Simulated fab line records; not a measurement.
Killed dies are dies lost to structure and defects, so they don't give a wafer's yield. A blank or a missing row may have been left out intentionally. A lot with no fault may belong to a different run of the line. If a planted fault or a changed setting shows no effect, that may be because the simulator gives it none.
fab line records	flow sky130
[record] lots = 6	wafers = 18	last-day = 49
route steps=708 shown RES_PROTECT@210 POLY_GATE@213 PAD_OPEN@708
lots untouched by any fault: they come from a run of this same line in which no faults occurred
start-h: start of the lot's first displayed wafer, in hours after the record's first day	wait-h: how many hours have passed since the lot's step before this one	" unchanged from the row above	L1.1+2: a single row standing in for several wafers	- no value, or no start was given	* or withheld: withheld	< > ~ a bound
route shown NAME@n: NAME is a module with steps in the file, n the number in the route of the first one	usual: the fault-free wafers' mean and standard deviation	same: alike in all rows	chamber/n: place in a boat	sites: readings site by site	_std_site: how widely they spread, as a standard deviation	_edge_site: the outer-site mean with the inner-site mean subtracted	radius-mm: for every site, how far away it sits from the centre of the wafer	mask NAME#n: copy n	behind: the tool/chamber that last shaped the wafer	hold: what put the lot on hold/how long, in hours/how the hold closed	device: names the non-switching transistor (n, p or np)	end of line: tests run on the same wafers once the route is complete	a step with no rows: only its recipe	killed: not the wafer's yield, but the dies lost to structure and defects at the first sort	map: a wafer's dies, x killed, . not, _ none there
set.NAME: setting as actually run; set.NAME@STEP: the setting as run at that earlier step	model.NAME: the simulator's own value behind a step, which no gauge read
certain route steps with their lots: each step a table, each wafer a row
services: a tool's chamber out of use, with start hour (start-h, from the record's first day; less than 0 if before it), hours out, and reason
[[steps]]
[step SKY_RES_PROTECT_EXPOSE_04]
[recipe] mask-id = RPM	na = 0.6	source-shape = conventional	sigma-outer = 0.6	polarization = unpolarized	target-cd-nm = 1270	dose-mj = 131
[step SKY_RES_PROTECT_PEB_05]
[recipe] temp-c = withheld	time-s = *	resist = NOVOLAK
[step SKY_RES_PROTECT_DEVELOP_06]
[recipe] resist = NOVOLAK	developer = TMAH	develop-time-s = 60	dev-temp-c = 23
[step SKY_POLY_GATE_IMPLANT_02]
[recipe] species = P	energy-kev = 30.48	dose-cm2 = 7.7e+15	tilt-deg = 0
[step SKY_RES_PROTECT_STRIP_07]
[recipe] chemistry = O2/N2	power-w = 1400	pressure-mtorr = 1500	platen-temp-c = withheld	o2-flow-sccm = 3000	n2-flow-sccm = 300	overash-fraction = 0.5
[usual] chamber-pressure-mTorr = 1500.0/1.5	drypump-motor-current-A = 5.8/0.32	oes-product-au = 0.515/0.0045	strip-time-to-endpoint-s = 23.44/0.042
lot.wafer	tool	chamber	start-h	wait-h	chamber-pressure-mTorr	drypump-motor-current-A	oes-product-au	rf-hours-counter-h	strip-time-to-endpoint-s
L268.2	plasma-asher-03	0	360.08	0.1	1500.7	5.7	0.512	52	23.42
L268.5	"	1	"	"	1497.9	5.4	0.518	-	23.48
L268.6	"	0	"	"	1501.5	5.7	0.520	-	23.50
L271.1	plasma-asher-04	0	410.40	0.1	1501.0	5.6	0.513	72	23.49
L271.3	"	0	"	"	1501.5	5.6	0.513	-	23.42
L271.6	"	1	"	"	1501.0	6.2	0.513	-	23.48
L275.2	plasma-asher-01	0	417.87	0.1	1501.5	6.0	0.512	30	23.43
L275.3	"	0	"	"	1503.0	5.9	0.523	-	23.49
L275.5	"	0	"	"	1501.9	5.9	0.519	-	23.45
L278.4	plasma-asher-04	0	435.55	0.1	1501.4	5.6	0.515	-	23.41
L278.5	"	0	"	"	1501.5	5.6	0.521	-	23.42
L278.6	"	1	"	"	1499.2	6.2	0.515	-	23.45
L285.3	plasma-asher-04	0	491.05	0.2	1498.6	5.6	0.512	-	23.37
L285.4	"	1	"	"	1503.4	6.1	0.516	-	23.39
L285.6	"	0	"	"	1500.1	5.6	0.515	-	23.34
L287.1	plasma-asher-03	1	515.50	0.1	1500.6	5.4	0.511	68	23.47
L287.2	"	0	"	"	1500.0	5.6	0.520	68	23.46
L287.3	"	1	"	"	1500.0	5.4	0.511	-	23.50
[step SKY_RES_PROTECT_TW_MEAS_08]
[usual] POLY_GATE_TW = 4061/36
lot.wafer	tool	chamber	start-h	wait-h	POLY_GATE_TW
L268.2	film-metro-02	-	360.19	0.1	4028
L268.5	"	-	"	"	4014
L268.6	"	-	"	"	4010
L271.1	film-metro-03	-	410.50	0.1	4088
L271.3	"	-	"	"	4104
L271.6	"	-	"	"	4098
L275.2	film-metro-01	-	417.98	0.1	4114
L275.3	"	-	"	"	4090
L275.5	"	-	"	"	4100
L278.4	film-metro-03	-	435.65	0.1	4050
L278.5	"	-	"	"	4051
L278.6	"	-	"	"	4041
L285.3	film-metro-01	-	491.14	0.1	4068
L285.4	"	-	"	"	4085
L285.6	"	-	"	"	4067
L287.1	film-metro-03	-	515.60	0.1	4134
L287.2	"	-	"	"	4109
L287.3	"	-	"	"	4108
[step SKY_RES_PROTECT_CLEAN_09]
[recipe] chemistry = SC1/SC2	mix = 1:4:20	temp-c = 70	time-s = 150	dry = n2-spin
[step SKY_POLY_GATE_CVD_03]
[recipe] material = Si3N4	precursor = DCS/NH3	target-thk-nm = 75	temp-c = 770	time-s = 1290	pressure-mtorr = 250
[step SKY_POLY_GATE_THK_MEAS_04]
[recipe] reads = Si3N4_of_POLY_GATE_CVD_03
[usual] POLY_GATE_CVD_03_THK = 75.3/0.62
lot.wafer	tool	chamber	start-h	wait-h	POLY_GATE_CVD_03_THK[nm]
L268.2	film-metro-03	-	363.23	0.0	75.5
L268.5	"	-	"	"	75.6
L268.6	"	-	"	"	75.1
L271.1	film-metro-03	-	417.17	0.0	76.1
L271.3	"	-	"	"	76.1
L271.6	"	-	"	"	75.8
L275.2	film-metro-04	-	423.47	0.0	75.2
L275.3	"	-	"	"	75.4
L275.5	"	-	"	"	75.0
L278.4	film-metro-02	-	438.44	0.0	74.3
L278.5	"	-	"	"	75.5
L278.6	"	-	"	"	74.5
L285.3	film-metro-04	-	492.61	0.0	75.5
L285.4	"	-	"	"	75.1
L285.6	"	-	"	"	75.5
L287.1	film-metro-02	-	517.58	0.0	75.0
L287.2	"	-	"	"	75.0
L287.3	"	-	"	"	74.8
[step SKY_POLY_GATE_DEHYDRATE_05]
[recipe] temp-c = 200	time-s = 60
[step SKY_POLY_GATE_HMDS_06]
[recipe] prime-time-s = 60	prime-temp-c = 120
[step SKY_POLY_GATE_COAT_07]
[recipe] resist = BARC	temp-c = withheld	time-s = withheld	spin-rpm = 3000	resist-thk-nm = 110
[step SKY_POLY_GATE_COAT_08]
[recipe] resist = KrF-thick	spin-rpm = 3000	resist-thk-nm = 450
[usual] chill-plate-temp-C = 22.99/0.12	spin-speed-rpm = 3000.0/2
lot.wafer	tool	chamber	start-h	wait-h	chill-plate-temp-C	spin-speed-rpm	model.KrF-thick_of_POLY_GATE_COAT_08.thk-nm
L268.2	litho-track-03	0	378	-	22.96	3000.7	450.7
L268.5	"	0	"	"	22.90	2998.4	450.6
L268.6	"	0	"	"	22.94	3001.2	451.9
L271.1	litho-track-03	0	430	-	23.13	3760.3	404
L271.3	"	0	"	"	23.02	3764.8	403.6
L271.6	"	0	"	"	23.01	3763.1	403.6
L275.2	litho-track-03	0	439	-	22.92	3761.4	402.3
L275.3	"	0	"	"	22.99	3758.2	403.3
L275.5	"	0	"	"	22.80	3759.1	402.9
L278.4	litho-track-02	0	452	-	22.68	3001.2	448.9
L278.5	"	0	453	-	22.82	3000.1	448.3
L278.6	"	0	"	"	22.88	3000.1	450.2
L285.3	litho-track-03	0	508	-	22.97	3000.9	449.9
L285.4	"	0	"	"	23.13	3000.5	450.3
L285.6	"	0	"	"	23.03	3001.3	450.4
L287.1	litho-track-01	0	533	-	23.12	2997.7	450.2
L287.2	"	0	"	"	22.91	3001.8	450.7
L287.3	"	0	"	"	22.99	2998.1	451.7
[step SKY_POLY_GATE_SOFTBAKE_09]
[recipe] temp-c = 100	time-s = 90	resist = KrF-thick
[step SKY_POLY_GATE_EXPOSE_10]
[recipe] mask-id = P1M	na = 0.68	source-shape = conventional	sigma-outer = 0.6	target-cd-nm = 150	dose-mj = 28
[step SKY_POLY_GATE_PEB_11]
[recipe] peb-temp-c = withheld	peb-time-s = withheld	resist = KrF-thick
[step SKY_POLY_GATE_DEVELOP_12]
[recipe] develop-time-s = 60	resist = KrF-thick	dev-temp-c = 21
[step SKY_POLY_GATE_CD_MEAS_13]
[recipe] target-cd-nm = 150
[usual] cd-nm = 150.0/1.5
lot.wafer	tool	chamber	start-h	wait-h	cd-nm
L268.2	cd-sem-01	-	391.74	-	151.0
L268.5	"	-	"	"	150.8
L268.6	"	-	"	"	151.0
L271.1	cd-sem-02	-	445.67	-	150.6
L271.3	"	-	"	"	149.6
L271.6	"	-	"	"	150.4
L275.2	cd-sem-01	-	454.19	-	149.0
L275.3	"	-	"	"	147.9
L275.5	"	-	"	"	147.3
L278.4	cd-sem-01	-	469.43	-	147.5
L278.5	"	-	"	"	150.0
L278.6	"	-	"	"	150.4
L285.3	cd-sem-01	-	524.61	-	150.7
L285.4	"	-	"	"	150.8
L285.6	"	-	"	"	150.0
L287.1	cd-sem-01	-	547.26	-	151.9
L287.2	"	-	"	"	151.5
L287.3	"	-	"	"	151.6
[step SKY_POLY_GATE_OVL_MEAS_14]
[usual] POLY_GATE_OVL = -1/6.5
lot.wafer	tool	chamber	start-h	wait-h	POLY_GATE_OVL[nm]
L268.2	overlay-01	-	391.84	0.1	-3
L268.5	"	-	"	"	5
L268.6	"	-	"	"	-8
L271.1	overlay-01	-	445.79	0.1	-2
L271.3	"	-	"	"	-1
L271.6	"	-	"	"	-4
L275.2	overlay-01	-	454.29	0.1	-9
L275.3	"	-	"	"	-7
L275.5	"	-	"	"	-3
L278.4	overlay-02	-	469.51	0.1	-2
L278.5	"	-	"	"	-4
L278.6	"	-	"	"	-2
L285.3	overlay-01	-	524.70	0.1	-14
L285.4	"	-	"	"	-9
L285.6	"	-	"	"	-9
L287.1	overlay-02	-	547.38	0.1	5
L287.2	"	-	"	"	4
L287.3	"	-	"	"	7
[step SKY_POLY_GATE_ETCH_15]
[recipe] chemistry = N2/H2	target = BARC	ion-energy-ev = 200	source-w = 500	bias-w = 100	pressure-mtorr = 30	n2-flow-sccm = 100	h2-flow-sccm = 200	stop-on = SiO2	time-s = 118.5	target-depth-a = 1100
[usual] chamber-pressure-mTorr = 30.000/0.027	drypump-motor-current-A = 5.7/0.48	oes-product-au = 0.716/0.0042	throttle-valve-pct = 13.212/0.0083
[same] time-s = 118.5
lot.wafer	tool	chamber	start-h	wait-h	chamber-pressure-mTorr	drypump-motor-current-A	oes-product-au	rf-hours-counter-h	throttle-valve-pct
L268.2	rie-diel-04	1	391.87	0.0	29.991	5.2	0.726	12	13.214
L268.5	"	3	"	"	30.027	6.1	0.719	-	13.212
L268.6	"	2	"	"	30.009	5.0	0.712	-	13.219
L271.1	rie-diel-01	1	445.83	0.0	29.995	5.7	0.718	10	13.214
L271.3	"	0	"	"	29.989	5.6	0.715	23	13.215
L271.6	"	1	"	"	29.957	5.7	0.711	-	13.224
L275.2	rie-diel-01	3	454.32	0.0	29.988	6.1	0.716	0	13.212
L275.3	"	0	"	"	29.978	5.6	0.711	23	13.219
L275.5	"	1	"	"	29.969	5.8	0.717	-	13.212
L278.4	rie-diel-02	3	469.53	0.0	29.995	5.7	0.717	13	13.206
L278.5	"	3	"	"	30.002	5.7	0.715	-	13.215
L278.6	"	0	"	"	30.009	5.7	0.720	-	13.221
L285.3	rie-diel-04	1	524.72	0.0	29.988	5.2	0.711	14	13.209
L285.4	"	0	"	"	30.002	6.4	0.718	79	13.203
L285.6	"	0	"	"	29.971	6.4	0.717	-	13.219
L287.1	rie-diel-01	3	547.42	0.0	30.059	6.1	0.720	2	13.207
L287.2	"	0	"	"	30.011	5.6	0.715	25	13.213
L287.3	"	1	"	"	29.985	5.7	0.710	12	13.217
[step SKY_POLY_GATE_ETCH_16]
[recipe] stop-on = poly-Si	chemistry = CH3F/O2	target = Si3N4	source-w = 400	bias-w = 80	pressure-mtorr = 25	ch3f-flow-sccm = 40	O2_flow_sccm = 30	time-s = 147.5	target-depth-a = 750
[usual] chamber-pressure-mTorr = 24.999/0.023	drypump-motor-current-A = 5.7/0.48	oes-product-au = 0.641/0.005	throttle-valve-pct = 10.535/0.0093
[same] time-s = 147.5
lot.wafer	tool	chamber	start-h	wait-h	chamber-pressure-mTorr	drypump-motor-current-A	oes-product-au	rf-hours-counter-h	throttle-valve-pct
L268.2	rie-diel-04	1	391.96	0.0	24.981	5.1	0.645	12	10.549
L268.5	"	3	"	"	24.986	6.1	0.637	-	10.536
L268.6	"	2	"	"	24.994	5.0	0.628	-	10.539
L271.1	rie-diel-01	1	445.91	0.0	24.976	5.7	0.643	10	10.529
L271.3	"	0	"	"	25.012	5.6	0.645	23	10.535
L271.6	"	1	"	"	24.989	5.7	0.635	-	10.531
L275.2	rie-diel-01	3	454.40	0.0	24.994	6.1	0.638	0	10.532
L275.3	"	0	"	"	25.014	5.6	0.645	23	10.540
L275.5	"	1	"	"	24.965	5.7	0.641	-	10.530
L278.4	rie-diel-02	3	469.61	0.0	25.037	5.7	0.635	13	10.533
L278.5	"	3	"	"	24.972	5.7	0.641	-	10.547
L278.6	"	0	"	"	25.002	5.7	0.639	-	10.523
L285.3	rie-diel-04	1	524.80	0.0	24.991	5.2	0.636	14	10.557
L285.4	"	0	"	"	25.019	6.4	0.646	80	10.537
L285.6	"	0	"	"	24.954	6.4	0.648	-	10.526
L287.1	rie-diel-01	3	547.50	0.0	25.024	6.1	0.647	2	10.548
L287.2	"	0	"	"	25.005	5.6	0.637	25	10.520
L287.3	"	1	"	"	24.979	5.7	0.642	12	10.546
[step SKY_POLY_GATE_ETCH_17]
[recipe] target-depth-nm = 180	stop-on = SiO2	over-etch-frac = 0.56667	chemistry = HBr/Cl2	target = poly-Si	icp-w = 400	bias-w = 100	pressure-mtorr = 10	HBr_flow_sccm = 150	Cl2_flow_sccm = 50	time-s = 70.5
[usual] chamber-pressure-mTorr = 10.000/0.0092	drypump-motor-current-A = 5.8/0.43	oes-product-au = 0.986/0.0085	throttle-valve-pct = 33.684/0.0093
[same] time-s = 70.5
lot.wafer	tool	chamber	start-h	wait-h	chamber-pressure-mTorr	drypump-motor-current-A	oes-product-au	rf-hours-counter-h	throttle-valve-pct	model.KrF-thick_of_POLY_GATE_COAT_08.thk-nm
L268.2	rie-si-02	2	392.05	0.0	9.989	5.0	0.983	0	33.676	143.8
L268.5	"	0	"	"	9.992	5.6	0.990	-	33.685	132.7
L268.6	"	3	"	"	10.010	6.2	0.989	-	33.692	145.6
L271.1	rie-si-02	3	446.01	0.0	9.995	6.2	0.989	3	33.685	88.94
L271.3	"	0	"	"	10.003	5.6	0.983	6	33.690	89.78
L271.6	"	1	"	"	10.006	5.6	0.976	-	33.671	94.78
L275.2	rie-si-02	1	454.50	0.0	10.006	5.6	0.977	1	33.679	91.37
L275.3	"	3	"	"	10.005	6.2	0.985	3	33.682	89.52
L275.5	"	3	"	"	10.013	6.2	0.997	-	33.695	87.83
L278.4	rie-si-02	1	469.71	0.0	10.027	5.7	0.974	1	33.684	144.6
L278.5	"	3	"	"	9.992	6.2	0.981	-	33.691	140
L278.6	"	0	"	"	10.005	5.6	0.986	-	33.671	143
L285.3	rie-si-01	3	524.90	0.0	10.007	5.8	0.990	0	33.696	146.9
L285.4	"	1	"	"	9.995	6.3	0.980	-	33.671	137.6
L285.6	"	3	"	"	9.997	5.7	0.986	-	33.682	136.9
L287.1	rie-si-01	3	547.60	0.0	10.021	5.8	0.998	0	33.676	137.4
L287.2	"	0	"	"	9.974	5.5	0.982	0	33.678	135.2
L287.3	"	1	"	"	10.011	6.3	0.997	2	33.681	139.4
[step SKY_POLY_GATE_STRIP_18]
[recipe] chemistry = O2/N2	power-w = 1451	pressure-mtorr = 1500	platen-temp-c = withheld	o2-flow-sccm = 3000	n2-flow-sccm = 300	overash-fraction = 0.5
[usual] chamber-pressure-mTorr = 1499.9/1.4	drypump-motor-current-A = 5.72/0.25	oes-product-au = 0.361/0.0055	strip-time-to-endpoint-s = 3.08/0.049
lot.wafer	tool	chamber	start-h	wait-h	chamber-pressure-mTorr	drypump-motor-current-A	oes-product-au	rf-hours-counter-h	strip-time-to-endpoint-s
L268.2	plasma-asher-03	1	392.11	0.0	1501.5	5.42	0.364	55	3.10
L268.5	"	1	"	"	1501.3	5.41	0.352	-	3.01
L268.6	"	0	"	"	1499.5	5.69	0.369	-	3.13
L271.1	plasma-asher-03	1	446.06	0.0	1501.6	5.38	0.340	60	2.51
L271.3	"	0	"	"	1502.8	5.66	0.339	-	2.53
L271.6	"	1	"	"	1497.9	5.40	0.338	-	2.60
L275.2	plasma-asher-04	1	454.56	0.0	1501.1	6.17	0.332	2	2.56
L275.3	"	1	"	"	1500.9	6.19	0.330	-	2.54
L275.5	"	1	"	"	1501.5	6.17	0.339	-	2.51
L278.4	plasma-asher-03	0	469.80	0.1	1500.6	5.69	0.358	-	3.12
L278.5	"	1	"	"	1502.1	5.42	0.360	-	3.07
L278.6	"	0	"	"	1500.9	5.66	0.366	-	3.11
L285.3	plasma-asher-04	0	524.99	0.1	1500.2	5.58	0.362	-	3.15
L285.4	"	1	"	"	1500.9	6.17	0.364	-	3.05
L285.6	"	0	"	"	1498.6	5.60	0.358	-	3.04
L287.1	plasma-asher-02	1	547.66	0.0	1499.4	5.78	0.355	89	3.06
L287.2	"	0	"	"	1502.8	5.61	0.353	89	3.03
L287.3	"	0	"	"	1501.9	5.62	0.367	-	3.10
[step SKY_POLY_GATE_CLEAN_19]
[recipe] chemistry = SC1/SC2	mix = 1:4:20	temp-c = 70	time-s = 150	dry = n2-spin
[step SKY_PAD_OPEN_PROBE_99]
[usual] killed_at_M0_to_M3 = 43/7.5	killed_at_M4_up = 3.0/1.6	killed-at-contacts = 23/5.8	killed-at-front-end = 14/4.8	killed-at-other = 0.3/0.52	killed-dies = 84/9.1	killed-open = 47/7.2	killed-short = 37/5.8
[same] gross-dies = 492	killed-at-back-side = 0
lot.wafer	tool	chamber	start-h	wait-h	killed_at_M0_to_M3	killed_at_M4_up	killed-at-contacts	killed-at-front-end	killed-at-other	killed-dies	killed-open	killed-short
L268.2	prober-01	-	1096.06	0.1	59	2	24	17	0	102	48	54
L268.5	prober-01	-	1096.21	0.2	49	3	18	9	0	79	43	36
L268.6	prober-01	-	1096.26	0.2	54	1	19	19	1	94	56	38
L271.1	prober-02	-	1134.47	0.1	41	3	26	14	2	86	53	33
L271.3	prober-02	-	1134.57	0.2	33	1	28	14	0	76	44	32
L271.6	prober-02	-	1134.72	0.2	34	1	36	20	0	91	59	32
L275.2	prober-02	-	1137.56	0.1	51	3	27	15	0	96	55	41
L275.3	prober-02	-	1137.61	0.2	54	1	27	12	0	94	53	41
L275.5	prober-02	-	1137.71	0.2	39	2	30	10	1	82	49	33
L278.4	prober-01	-	1143.79	0.2	51	7	17	14	2	91	57	34
L278.5	prober-01	-	1143.84	0.2	42	1	21	12	1	77	40	37
L278.6	prober-01	-	1143.89	0.2	42	3	30	6	0	81	42	39
L285.3	prober-02	-	1177.49	0.2	62	4	20	9	2	97	62	35
L285.4	prober-02	-	1177.54	0.2	47	2	19	11	1	80	43	37
L285.6	prober-02	-	1177.64	0.2	56	2	23	13	0	94	51	43
L287.1	prober-02	-	1185.48	0.1	29	5	27	14	0	75	37	38
L287.2	prober-02	-	1185.53	0.1	44	7	17	25	0	93	41	52
L287.3	prober-02	-	1185.58	0.2	38	1	19	19	0	77	38	39
// killed by level:class
L268.2 VIA1:geometric-particle:open=14 METAL1:geometric-particle:short=13 CONTACT:geometric-particle:open=10 VIA1:geometric-particle:short=9 FIELD_ISO:geometric-particle:open=5 METAL2:geometric-particle:short=5 METAL3:geometric-particle:short=5 FIELD_ISO:geometric-particle:short=4
L268.5 METAL1:geometric-particle:short=9 VIA1:geometric-particle:open=9 LI_CONTACT:geometric-particle:open=8 VIA2:geometric-particle:open=8 VIA3:geometric-particle:open=8 CONTACT:geometric-particle:open=5 VIA1:geometric-particle:short=5 FIELD_ISO:geometric-particle:short=4
L268.6 VIA3:geometric-particle:open=9 VIA1:geometric-particle:open=8 METAL2:geometric-particle:short=8 FIELD_ISO:geometric-particle:open=7 LI_CONTACT:geometric-particle:open=7 CONTACT:geometric-particle:open=6 VIA2:geometric-particle:open=6 FIELD_ISO:geometric-particle:short=5
L271.1 CONTACT:geometric-particle:open=14 METAL1:geometric-particle:short=10 VIA1:geometric-particle:open=8 VIA2:geometric-particle:open=6 VIA3:geometric-particle:open=5 CONTACT:geometric-particle:short=4 FIELD_ISO:geometric-particle:open=3 POLY_GATE:geometric-particle:short=3
L271.3 LI_CONTACT:geometric-particle:open=12 VIA1:geometric-particle:open=6 LOCAL_INTERCONNECT:geometric-particle:short=5 METAL1:geometric-particle:short=5 VIA3:geometric-particle:open=5 FIELD_ISO:geometric-particle:open=4 VIA2:geometric-particle:open=4 CONTACT:geometric-particle:open=4
L271.6 CONTACT:geometric-particle:open=13 LI_CONTACT:geometric-particle:open=11 VIA1:geometric-particle:open=8 CONTACT:geometric-particle:short=7 VIA2:geometric-particle:open=6 VIA3:geometric-particle:open=5 FIELD_ISO:geometric-particle:short=4 FIELD_ISO:geometric-particle:open=4
L275.2 VIA2:geometric-particle:open=11 VIA1:geometric-particle:open=10 CONTACT:geometric-particle:open=10 LI_CONTACT:geometric-particle:open=8 METAL1:geometric-particle:short=8 LOCAL_INTERCONNECT:geometric-particle:short=5 METAL3:geometric-particle:short=4 FIELD_ISO:geometric-particle:open=3
L275.3 VIA1:geometric-particle:open=12 VIA3:geometric-particle:open=10 LOCAL_INTERCONNECT:geometric-particle:short=8 VIA2:geometric-particle:open=8 METAL2:geometric-particle:short=6 FIELD_ISO:geometric-particle:open=5 LI_CONTACT:geometric-particle:open=5 CONTACT:geometric-particle:open=5
L275.5 VIA1:geometric-particle:open=11 CONTACT:geometric-particle:open=9 LI_CONTACT:geometric-particle:open=7 VIA3:geometric-particle:open=7 METAL2:geometric-particle:short=5 LI_CONTACT:geometric-particle:short=4 LOCAL_INTERCONNECT:geometric-particle:short=4 POLY_GATE:geometric-particle:open=3
L278.4 VIA1:geometric-particle:open=12 VIA2:geometric-particle:open=10 VIA3:geometric-particle:open=8 CONTACT:geometric-particle:open=6 METAL4:geometric-particle:short=5 FIELD_ISO:geometric-particle:open=4 FIELD_ISO:geometric-particle:short=4 LI_CONTACT:geometric-particle:open=4
L278.5 CONTACT:geometric-particle:open=9 VIA1:geometric-particle:open=9 METAL3:geometric-particle:short=7 METAL2:geometric-particle:short=5 LI_CONTACT:geometric-particle:open=5 LOCAL_INTERCONNECT:geometric-particle:short=5 METAL1:geometric-particle:short=5 FIELD_ISO:geometric-particle:open=4
L278.6 VIA1:geometric-particle:open=14 LOCAL_INTERCONNECT:geometric-particle:short=8 CONTACT:geometric-particle:open=8 LI_CONTACT:geometric-particle:open=7 VIA1:geometric-particle:short=6 CONTACT:geometric-particle:short=5 VIA3:geometric-particle:open=4 METAL1:geometric-particle:short=4
L285.3 VIA1:geometric-particle:open=13 VIA3:geometric-particle:open=11 VIA2:geometric-particle:open=9 CONTACT:geometric-particle:open=9 METAL2:geometric-particle:short=8 LI_CONTACT:geometric-particle:open=6 METAL1:geometric-particle:short=6 VIA1:geometric-particle:short=6
L285.4 VIA1:geometric-particle:open=16 LI_CONTACT:geometric-particle:open=7 LOCAL_INTERCONNECT:geometric-particle:short=7 VIA2:geometric-particle:open=6 VIA1:geometric-particle:short=6 FIELD_ISO:geometric-particle:short=4 CONTACT:geometric-particle:open=4 METAL2:geometric-particle:short=4
L285.6 VIA1:geometric-particle:open=13 LI_CONTACT:geometric-particle:open=10 METAL1:geometric-particle:short=9 VIA1:geometric-particle:short=9 CONTACT:geometric-particle:open=7 VIA2:geometric-particle:open=7 VIA3:geometric-particle:open=6 POLY_GATE:geometric-particle:short=5
L287.1 CONTACT:geometric-particle:open=9 LOCAL_INTERCONNECT:geometric-particle:short=8 VIA1:geometric-particle:open=6 POLY_GATE:geometric-particle:open=5 VIA3:geometric-particle:open=5 LI_CONTACT:geometric-particle:open=4 CONTACT:geometric-particle:short=4 METAL1:geometric-particle:short=4
L287.2 VIA1:geometric-particle:open=12 VIA1:geometric-particle:short=8 FIELD_ISO:geometric-particle:short=7 CONTACT:geometric-particle:short=7 METAL2:geometric-particle:short=7 POLY_GATE:geometric-particle:short=6 POLY_GATE:geometric-particle:open=5 CONTACT:geometric-particle:open=5
L287.3 POLY_GATE:geometric-particle:open=6 VIA1:geometric-particle:open=6 VIA3:geometric-particle:open=6 LI_CONTACT:geometric-particle:open=5 LOCAL_INTERCONNECT:geometric-particle:short=5 METAL2:geometric-particle:short=5 METAL1:geometric-particle:short=5 METAL3:geometric-particle:short=5
[[services]]
tool	chamber	start-h	hours	kind
rie-diel-02	3	346.87	5.6	repair
rie-si-02	-	350.95	0.3	repair
rie-diel-04	1	354.19	4.9	repair
rie-si-02	3	356.52	15.8	repair
plasma-asher-01	-	360.87	1.6	repair
plasma-asher-04	-	384.05	2.2	repair
rie-si-02	1	392.21	18.0	repair
rie-diel-04	-	396.45	2.8	pm
plasma-asher-04	-	401.92	2.2	repair
plasma-asher-04	-	421.25	9.0	pm
rie-diel-01	2	422.97	5.7	repair
rie-si-02	2	428.63	2.6	repair
rie-diel-01	3	440.92	1.7	repair
rie-si-02	1	471.34	17.2	repair
plasma-asher-01	-	480.93	4.5	repair
rie-diel-01	1	482.93	20.4	repair
rie-si-02	0	485.96	4.4	repair
rie-diel-02	2	486.31	7.8	repair
rie-diel-01	0	487.41	3.2	repair
plasma-asher-01	-	488.27	3.8	repair
plasma-asher-03	-	490.70	1.2	repair
rie-diel-01	2	493.37	14.4	repair
rie-diel-02	1	505.64	9.8	repair
rie-si-01	2	512.16	12.8	repair
[[key]]
[first-sign] step = SKY_POLY_GATE_COAT_08	reading = spin-speed-rpm	direction = up	sigmas = 99+	usual = 3000.0	struck = 3761.2
[effect] step = SKY_POLY_GATE_STRIP_18	reading = strip-time-to-endpoint-s	direction = down	sigmas = 11	usual = *	struck = *
[model-effect] step = SKY_POLY_GATE_COAT_08	value = KrF-thick_of_POLY_GATE_COAT_08.thk-nm	without = 451.5	struck = 403.3
[model-effect] step = SKY_POLY_GATE_ETCH_17	value = KrF-thick_of_POLY_GATE_COAT_08.thk-nm	without = 138.6	struck = 90.37
met-at SKY_POLY_GATE_COAT_08
struck-wafers L271.1,L271.3,L271.6,L275.2,L275.3,L275.5
tester-left-out L271,L275
onset-between 378 430
[fault] kind = process-parameter-drift	tool = litho-track-03	chamber = -	onset-h = 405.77	steps = SKY_POLY_GATE_COAT_08	channel = spin-rpm	offset = 760.62	shape = step	end-h = 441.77	acts-in = these-recipes-only	stated = 3000
// tester-left-out: of these lots the tester's yield and bins aren't shown, on N5 and GAA mostly nor the transistor test; their killed dies are dies lost to structure and defects alone, not to doping, threshold or leakage, so they don't give the yield
